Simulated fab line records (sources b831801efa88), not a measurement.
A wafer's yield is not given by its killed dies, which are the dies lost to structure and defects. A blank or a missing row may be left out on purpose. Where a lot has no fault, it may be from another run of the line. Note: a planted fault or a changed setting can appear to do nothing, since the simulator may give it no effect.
One fault through the eyes of 2 desks ; flow gf180mcu ; what lay behind the numbers comes last; until then each desk has only its own

== DESK OF THE TOOL OWNER: implanter-01 ==
The tool's own readings at GF_HV_LDD_IMPLANT_34, given as means over the sampled wafers that have a number, one for each lot that went through this tool. Marked OUT: a lot whose mean sits more than 4 standard deviations from the usual mean, which makes it out of limits; the brackets give that distance.
Columns: A = beam-energy-keV at GF_HV_LDD_IMPLANT_34, usual 59.999; B = beam-on-s at GF_HV_LDD_IMPLANT_34, usual 10.00 s
lot;first seen here;A;B
L584;day 11 20:48;59.967;10.13
L585;day 12 01:20;60.001;9.91
L586;day 12 08:23;60.018;10.21
L590;day 14 03:44;59.996;10.11
L592;day 14 11:38;60.014;9.88
L591;day 14 12:16;60.000;10.23
L593;day 14 21:16;60.000;9.93
L596;day 15 21:37;59.999;9.95
L601;day 17 15:25;59.968;10.05
L602;day 17 23:11;60.018;9.89
This desk found nothing out of limits on any of the 10 lots.

== METROLOGY DESK ==
What the gauges read, lot by lot, whatever tool the lot ran on: means of the sampled wafers that have a number. Marked OUT: a lot whose mean sits more than 4 standard deviations from the usual mean, which makes it out of limits; the brackets give that distance.
Columns: A = HV_LDD_3_TW at GF_HV_LDD_TW_MEAS_38, usual 1423; B = cd-nm at GF_HV_LDD_CD_MEAS_46, usual 400.2 nm; C = HV_LDD_03_OVL at GF_HV_LDD_OVL_MEAS_47, usual -0.2 nm; D = HV_LDD_RS at GF_HV_LDD_RS_MEAS_53, usual 418.4 ohm/sq
lot;first seen here;A;B;C;D
L584;day 11 21:21;1401;398.0;-0.8;416.9
L585;day 12 01:52;1396;401.7;-1.3;419.7
L586;day 12 08:56;1396;402.5;-1.9;419.0
L587;day 13 01:21;1398;398.6;1.0;421.0
L590;day 14 04:16;1393;399.3;1.2;418.7
L592;day 14 12:11;1436;397.0;1.0;417.5
L591;day 14 12:47;1441;399.8;0.7;418.3
L593;day 14 21:47;1442;402.3;0.5;417.4
L595;day 15 13:24;1438;397.9;0.4;419.3
L596;day 15 22:10;1434;400.9;-2.0;418.5
L599;day 16 21:47;1274 (-6.2) OUT;400.2;-1.1;440.1 (+20) OUT
L600;day 17 04:44;1323 (-4.2) OUT;400.0;-0.8;440.3 (+20) OUT
L601;day 17 15:57;1448;403.8;-0.1;418.2
L602;day 17 23:43;1395;399.0;-0.7;420.8
This desk's finding: out of limits on L599, L600; first on L599, day 16 21:47 (HV_LDD_3_TW at GF_HV_LDD_TW_MEAS_38). L584, L585, L586, L587, L590, L592, L591, L593, L595, L596, L601, L602 stayed within limits.

== PUT TOGETHER ==
At day 16 21:47 the metrology desk could have sounded an alarm, on L599, L600.
The desk of the tool owner found nothing out of limits.
The tool owner's desk has no number on record for L599, L600.
The lots listed all ran GF_HV_LDD_IMPLANT_34 on implanter-01.

== WHAT THE SIMULATOR HAD PUT IN ==
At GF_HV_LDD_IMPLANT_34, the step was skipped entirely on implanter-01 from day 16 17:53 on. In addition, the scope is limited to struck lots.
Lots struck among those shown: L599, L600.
Time in hours between the start of the fault and the first out-of-limits reading at each desk: metrology desk, 4.
